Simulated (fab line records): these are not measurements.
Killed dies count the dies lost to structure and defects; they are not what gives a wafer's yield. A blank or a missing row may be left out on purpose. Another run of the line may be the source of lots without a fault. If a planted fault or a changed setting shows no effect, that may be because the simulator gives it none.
Which of the tools did it?	flow sky130	6 lots, 17 wafers sampled, at 3 steps of a route of 708

## WHAT THE GAUGES READ, wafer by wafer
SKY_LI_CONTACT_RS_MEAS_22: measures by four-point-probe.
lot	measured	on	LI_CONTACT_W_RS (ohm/sq)
L711	day 28 23:33	film_metro-03	0.282 0.283 0.281
L714	day 30 19:28	film_metro-02	0.284 0.283 0.282
L721	day 34 10:56	film_metro-04	0.285 0.280 0.263
L723	day 34 13:47	film_metro-04	0.288 0.265
L727	day 34 19:54	film_metro-03	0.284 0.289 0.285
L733	day 35 19:50	film_metro-03	0.282 0.285 0.284

## TOOL THAT RAN EACH LOT (tool first, then ch and the chambers of the sampled wafers, then the start)
lot	SKY_LI_CONTACT_STRIP_16	SKY_LI_CONTACT_CVD_21
L711	plasma_asher-03 ch 0,1, day 28 22:59	cvd_w-02 ch 0,1, day 28 23:25
L714	plasma_asher-01 ch 0,1, day 30 18:53	cvd_w-02 ch 0,1, day 30 19:20
L721	plasma_asher-01 ch 0,1, day 34 10:20	cvd_w-02 ch 0,1, day 34 10:47
L723	plasma_asher-03 ch 0,1, day 34 13:14	cvd_w-02 ch 0,1, day 34 13:40
L727	plasma_asher-02 ch 0, day 34 19:20	cvd_w-01 ch 0, day 34 19:46
L733	plasma_asher-02 ch 0,1, day 35 19:14	cvd_w-01 ch 0,1, day 35 19:41
- SKY_LI_CONTACT_STRIP_16: strips in O2/N2.
- SKY_LI_CONTACT_CVD_21: deposits W, target thk 400 nm, time 120.56 s.

## THE ANSWER, worked out from the rows above alone
Rule: the usual values come from the lots themselves. The widest of any qualifying gaps counts: lots, ordered by their means at a reading, are off when they make up no more than a third of the lots, leave a main group of 4 or more, and stand apart from it by 3 or more times the standard deviation of that group's means. A main group whose means are all the same, to the digits that the tables above print for the reading, isn't used. A lot without any number at a reading at which 4 lots or more have one is off too. All remaining lots with rows at the step are treated as sound.
Off: L721, L723, seen at SKY_LI_CONTACT_RS_MEAS_22 (LI_CONTACT_W_RS). For the main group the mean is 0.284 ohm/sq and the standard deviation 0.0015.
A tool fits if, at a process step before that reading, it ran every lot that is off, and no sound lot after the first of them. The gauges at SKY_LI_CONTACT_RS_MEAS_22 are tried like those tools. Can't be told from this: 2 tools fit, cvd_w-02 at SKY_LI_CONTACT_CVD_21, film_metro-04 at SKY_LI_CONTACT_RS_MEAS_22.

## WHAT THE SIMULATOR HAD INSERTED
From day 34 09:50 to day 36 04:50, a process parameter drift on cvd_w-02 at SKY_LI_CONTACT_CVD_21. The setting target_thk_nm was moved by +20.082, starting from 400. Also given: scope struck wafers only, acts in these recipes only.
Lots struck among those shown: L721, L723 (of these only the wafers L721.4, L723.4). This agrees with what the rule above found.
